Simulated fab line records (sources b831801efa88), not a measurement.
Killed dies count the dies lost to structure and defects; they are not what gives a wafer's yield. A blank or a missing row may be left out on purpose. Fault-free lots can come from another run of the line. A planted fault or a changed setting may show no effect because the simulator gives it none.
Which tool did it?    flow sky130    33 wafers sampled from 11 lots at 1 step of a route of 708

== WHAT EACH GAUGE READ, for each wafer ==
SKY_NWELL_OVL_MEAS_23.
lot   measured      on          NWELL_01_OVL (nm)
L116  day 6 13:34   overlay-01  -5.1 -2.8 -1.0
L118  day 6 14:26   overlay-01  1.9 1.8 1.0
L117  day 6 15:32   overlay-02  0.8 0.1 0.0
L119  day 7 03:56   overlay-01  0.9 1.1 -0.7
L122  day 7 19:10   overlay-02  0.9 1.5 1.3
L121  day 7 19:31   overlay-01  -1.3 0.4 -2.1
L123  day 7 21:19   overlay-01  -1.3 -1.9 -2.7
L129  day 9 03:16   overlay-01  2.0 0.2 -0.9
L131  day 9 19:49   overlay-01  0.3 -0.3 -0.2
L134  day 10 10:17  overlay-02  -0.5 0.4 -1.9
L137  day 11 05:31  overlay-02  -0.2 -2.4 -1.3

== WHAT TOOL EACH LOT RAN ON (gives the tool, then ch and the chambers of the sampled wafers, and finally the start) ==
Before these readings, the record contains no process step.

== THE ANSWER, worked out from the rows above alone ==
Rule: the usual values come from the lots themselves. The widest of any qualifying gaps counts: lots, ordered by their means at a reading, are off when they make up no more than a third of the lots, leave a main group of 4 or more, and stand apart from it by 3 or more times the standard deviation of that group's means. If all means in a main group match to the digits the tables above print for the reading, that group is not used. A lot without any number at a reading at which 4 lots or more have one is off too. Any other lot the step has rows for is counted as sound.
No lot is off on any of the readings shown, so nothing can be concluded from this.

== WHAT THE SIMULATOR HAD INSERTED ==
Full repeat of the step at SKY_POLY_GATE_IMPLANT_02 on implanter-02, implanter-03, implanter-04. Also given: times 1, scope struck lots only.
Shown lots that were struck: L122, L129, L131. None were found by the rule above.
